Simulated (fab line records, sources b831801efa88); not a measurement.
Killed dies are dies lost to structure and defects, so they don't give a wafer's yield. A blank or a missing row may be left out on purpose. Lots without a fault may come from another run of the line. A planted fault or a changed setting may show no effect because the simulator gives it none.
Which tool did it? | flow gf180mcu | 14 lots, 42 wafers sampled, at 4 steps of a route of 602

WHAT THE GAUGES READ, wafer by wafer
GF_V5_CD_MEAS_14: target cd 260 nm.
lot  | measured     | on        | cd_nm (nm)
L959 | day 26 23:33 | cd_sem-02 | 260.1 259.2 259.8
L960 | day 27 03:40 | cd_sem-02 | 262.7 261.3 262.0
L961 | day 27 12:56 | cd_sem-02 | 261.2 261.7 262.0
L963 | day 28 10:43 | cd_sem-01 | 258.9 258.6 259.1
L962 | day 28 14:43 | cd_sem-02 | 259.8 258.9 259.8
L964 | day 29 04:29 | cd_sem-01 | 258.2 258.3 260.0
L965 | day 29 14:13 | cd_sem-01 | 259.5 260.4 260.6
L970 | day 30 17:51 | cd_sem-01 | 315.1 315.3 315.2
L971 | day 31 01:48 | cd_sem-01 | 258.7 259.6 259.3
L974 | day 31 20:07 | cd_sem-02 | 303.6 302.4 303.8
L976 | day 32 02:44 | cd_sem-02 | 260.1 260.5 261.3
L979 | day 32 22:25 | cd_sem-01 | 263.1 262.8 261.9
L980 | day 33 00:31 | cd_sem-02 | 258.8 259.4 258.6
L982 | day 33 10:56 | cd_sem-02 | 259.3 258.9 259.4

WHICH TOOL RAN EACH LOT (tool, then ch and the chambers of the sampled wafers, then the start)
lot  | GF_MIM_SPUTTER_09            | GF_MIM_METAL_ETCH_19              | GF_V5_SOFTBAKE_10
L959 | pvd_sputter-02, day 24 04:52 | rie_metal-02 ch 0,1, day 25 03:19 | litho_track-03 ch 0, day 26 13:00
L960 | pvd_sputter-02, day 24 10:59 | rie_metal-03 ch 0, day 25 07:52   | litho_track-02 ch 0, day 26 17:00
L961 | pvd_sputter-03, day 24 20:52 | rie_metal-03 ch 0, day 25 17:49   | litho_track-02 ch 0, day 27 03:00
L963 | pvd_sputter-02, day 25 20:44 | rie_metal-02 ch 0,1, day 26 17:51 | litho_track-01 ch 0, day 28 01:00
L962 | pvd_sputter-03, day 26 02:42 | rie_metal-01 ch 0,1, day 26 22:43 | litho_track-03 ch 0, day 28 05:00
L964 | pvd_sputter-01, day 26 15:06 | rie_metal-02 ch 0,1, day 27 11:18 | litho_track-02 ch 0, day 28 18:00
L965 | pvd_sputter-01, day 27 03:11 | rie_metal-02 ch 0,1, day 27 22:55 | litho_track-03 ch 0, day 29 05:00
L970 | pvd_sputter-01, day 28 08:26 | rie_metal-02 ch 0,1, day 29 03:41 | litho_track-03 ch 0, day 30 09:00
L971 | pvd_sputter-03, day 28 16:14 | rie_metal-01 ch 0, day 29 11:09   | litho_track-02 ch 0, day 30 17:00
L974 | pvd_sputter-01, day 29 11:55 | rie_metal-01 ch 0, day 30 05:57   | litho_track-03 ch 0, day 31 10:00
L976 | pvd_sputter-01, day 29 19:45 | rie_metal-02 ch 0,1, day 30 13:15 | litho_track-01 ch 0, day 31 18:00
L979 | pvd_sputter-03, day 30 16:46 | rie_metal-02 ch 1, day 31 09:51   | litho_track-02 ch 0, day 32 14:00
L980 | pvd_sputter-02, day 30 19:27 | rie_metal-03 ch 1, day 31 13:16   | litho_track-01 ch 0, day 32 16:00
L982 | pvd_sputter-03, day 31 07:08 | rie_metal-03 ch 0,1, day 32 00:31 | litho_track-01 ch 0, day 33 03:00
- GF_MIM_SPUTTER_09: material TiN, target thk 35 nm, time 29.2 s.
- GF_MIM_METAL_ETCH_19: etches the open film in Cl2/BCl3, stops on Si3N4, target depth 324.5 nm, time 54.1 s.
- GF_V5_SOFTBAKE_10: time 60 s.

WHAT THE TOOLS THEMSELVES READ (means of the sampled wafers that have a number; where no wafer has one, the mark that the record gives instead)
GF_MIM_SPUTTER_09.
lot  | tool           | throttle_valve_pct (%)
L959 | pvd_sputter-02 | 30.0
L960 | pvd_sputter-02 | 29.8
L961 | pvd_sputter-03 | 29.4
L963 | pvd_sputter-02 | 30.3
L962 | pvd_sputter-03 | 29.5
L964 | pvd_sputter-01 | 31.3
L965 | pvd_sputter-01 | 30.6
L970 | pvd_sputter-01 | 30.8
L971 | pvd_sputter-03 | 29.8
L974 | pvd_sputter-01 | 30.2
L976 | pvd_sputter-01 | 30.0
L979 | pvd_sputter-03 | 29.5
L980 | pvd_sputter-02 | 30.2
L982 | pvd_sputter-03 | 29.9

GF_MIM_METAL_ETCH_19.
lot  | tool         | drypump_motor_current_A (A) | he_backside_leak_sccm (sccm) | oes_product_au (a.u.) | throttle_valve_pct (%)
L959 | rie_metal-02 | 5.6                         | 3.23                         | 0.935                 | 28.285
L960 | rie_metal-03 | 4.7                         | 3.40                         | 0.942                 | 28.289
L961 | rie_metal-03 | 4.7                         | 3.44                         | 0.939                 | 28.281
L963 | rie_metal-02 | 5.4                         | 3.08                         | 0.937                 | 28.288
L962 | rie_metal-01 | 5.7                         | 3.41                         | 0.932                 | 28.287
L964 | rie_metal-02 | 5.6                         | 3.39                         | 0.940                 | 28.271
L965 | rie_metal-02 | 5.4                         | 3.16                         | 0.937                 | 28.290
L970 | rie_metal-02 | 5.5                         | 3.18                         | 0.935                 | 28.290
L971 | rie_metal-01 | 5.6                         | 3.34                         | 0.928                 | 28.287
L974 | rie_metal-01 | 5.6                         | 3.65                         | 0.939                 | 28.275
L976 | rie_metal-02 | 5.4                         | 3.30                         | 0.937                 | 28.283
L979 | rie_metal-02 | 5.7                         | 3.39                         | 0.946                 | 28.281
L980 | rie_metal-03 | 5.7                         | 3.85                         | 0.939                 | 28.273
L982 | rie_metal-03 | 5.3                         | 3.31                         | 0.940                 | 28.285

GF_V5_SOFTBAKE_10.
lot  | tool           | heater_power_total_W (W) | plate_temp_C (C)
L959 | litho_track-03 | 93.02                    | 129.84
L960 | litho_track-02 | 93.06                    | 129.89
L961 | litho_track-02 | 93.07                    | 130.08
L963 | litho_track-01 | 93.03                    | 129.96
L962 | litho_track-03 | 93.07                    | 130.08
L964 | litho_track-02 | 93.05                    | 130.01
L965 | litho_track-03 | 93.04                    | 129.99
L970 | litho_track-03 | 106.45                   | 144.06
L971 | litho_track-02 | 93.02                    | 129.82
L974 | litho_track-03 | 106.46                   | 144.32
L976 | litho_track-01 | 93.07                    | 130.12
L979 | litho_track-02 | 93.03                    | 129.99
L980 | litho_track-01 | 93.04                    | 130.08
L982 | litho_track-01 | 93.06                    | 130.01

THE ANSWER, worked out from the rows above alone
Rule: what is usual is taken from the lots themselves. Put in order of their means at a reading, lots are off if they are a third of the lots or fewer, leave a main group of 4 or more, and stand apart from it by a gap of 3 or more times the standard deviation of the main group's means; of several such gaps the widest counts. A main group whose means are all the same, to the digits that the tables above print for the reading, isn't used. A lot without any number at a reading at which 4 lots or more have one is off too. The other lots that the step has rows for count as sound. The gauges are gone through in route order, then the tools' own readings, and for those a lot's mean is taken as printed above. The first step at which some lot is off is used, and at that step the reading that is off furthest; a lot without a number counts as furthest.
Off: L970, L974, at GF_V5_CD_MEAS_14 (cd_nm). The main group: mean 260.1 nm, standard deviation 1.3.
A tool fits if, at a process step before that reading, it ran every lot that is off, and no sound lot after the first of them. The gauges at GF_V5_CD_MEAS_14 aren't tried: what is off there is off at GF_V5_SOFTBAKE_10 too, on other tools, and a gauge's error can't cause that. One fits: litho_track-03 at GF_V5_SOFTBAKE_10. Its last sound lot is L965 (day 29 05:00), its first lot that is off L970 (day 30 09:00): a fault that began between those two fits.
The tool's own readings at GF_V5_SOFTBAKE_10 bear it out: on the lots that are off they differ by more than 5 times the standard deviation of the sound lots' means. heater_power_total_W reads 106.45 W there against 93.05 W on the sound lots; plate_temp_C reads 144.19 C there against 129.99 C on the sound lots.

WHAT THE SIMULATOR HAD PUT IN
Process parameter drift: litho_track-03, from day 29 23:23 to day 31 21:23, at GF_V5_SOFTBAKE_10. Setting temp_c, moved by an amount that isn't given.
Lots struck among those shown: L970, L974. The rule above found the same.
